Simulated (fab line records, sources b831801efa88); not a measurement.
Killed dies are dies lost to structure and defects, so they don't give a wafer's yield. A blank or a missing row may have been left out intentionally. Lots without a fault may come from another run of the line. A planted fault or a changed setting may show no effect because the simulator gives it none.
2 desks, one fault + flow gf180mcu + only its own numbers are on each desk; what lay behind them is given at the end

== FOR THE TOOL OWNER'S DESK: rie diel-03 ==
The tool's own readings at GF_V3_ETCH_17 (etches SiO2 in C4F8/O2/Ar, stops on TiN, target depth 635 nm): means of the sampled wafers that have a number, for each lot that ran on this tool. Marked OUT: a lot whose mean sits more than 4 standard deviations from the usual mean, which makes it out of limits; the brackets give that distance.
Columns: A = oes product au at GF_V3_ETCH_17, usual 0.856 a.u.; B = rf fwd power W at GF_V3_ETCH_17, usual 1493 W
| lot  | first seen here | A     | B    |
|------|-----------------|-------|------|
| L275 | day 22 18:00    | 0.854 | 1492 |
| L278 | day 23 12:00    | 0.858 | 1488 |
| L279 | day 24 04:00    | 0.858 | 1497 |
| L282 | day 25 03:00    | 0.852 | 1498 |
| L284 | day 25 12:00    | 0.858 | 1496 |
Result from this desk: across the 5 lots, nothing is out of limits.

== AT THE METROLOGY DESK ==
What the gauges read for every lot (on any tool): the sampled wafers with a number, averaged. Marked OUT: a lot whose mean sits more than 4 standard deviations from the usual mean, which makes it out of limits; the brackets give that distance.
Columns: A = V5_W_THK at GF_V5_THK_MEAS_25, usual 341 nm
| lot  | first seen here | A   |
|------|-----------------|-----|
| L275 | day 27 13:33    | 340 |
| L276 | day 27 21:44    | 341 |
| L278 | day 28 05:45    | 338 |
| L277 | day 28 06:05    | 340 |
| L279 | day 28 20:56    | 345 |
| L280 | day 28 23:07    | 343 |
| L282 | day 29 21:26    | 344 |
| L284 | day 29 23:33    | 343 |
| L293 | day 32 12:01    | 336 |
| L294 | day 32 21:55    | 341 |
| L295 | day 32 23:13    | 343 |
| L296 | day 33 04:24    | 337 |
| L298 | day 33 20:47    | 340 |
Result from this desk: across the 13 lots, nothing is out of limits.

== PUT TOGETHER ==
The tool owner's desk saw nothing out of limits.
From the metrology desk's view, nothing was out of limits.

== WHAT THE SIMULATOR PUT IN ==
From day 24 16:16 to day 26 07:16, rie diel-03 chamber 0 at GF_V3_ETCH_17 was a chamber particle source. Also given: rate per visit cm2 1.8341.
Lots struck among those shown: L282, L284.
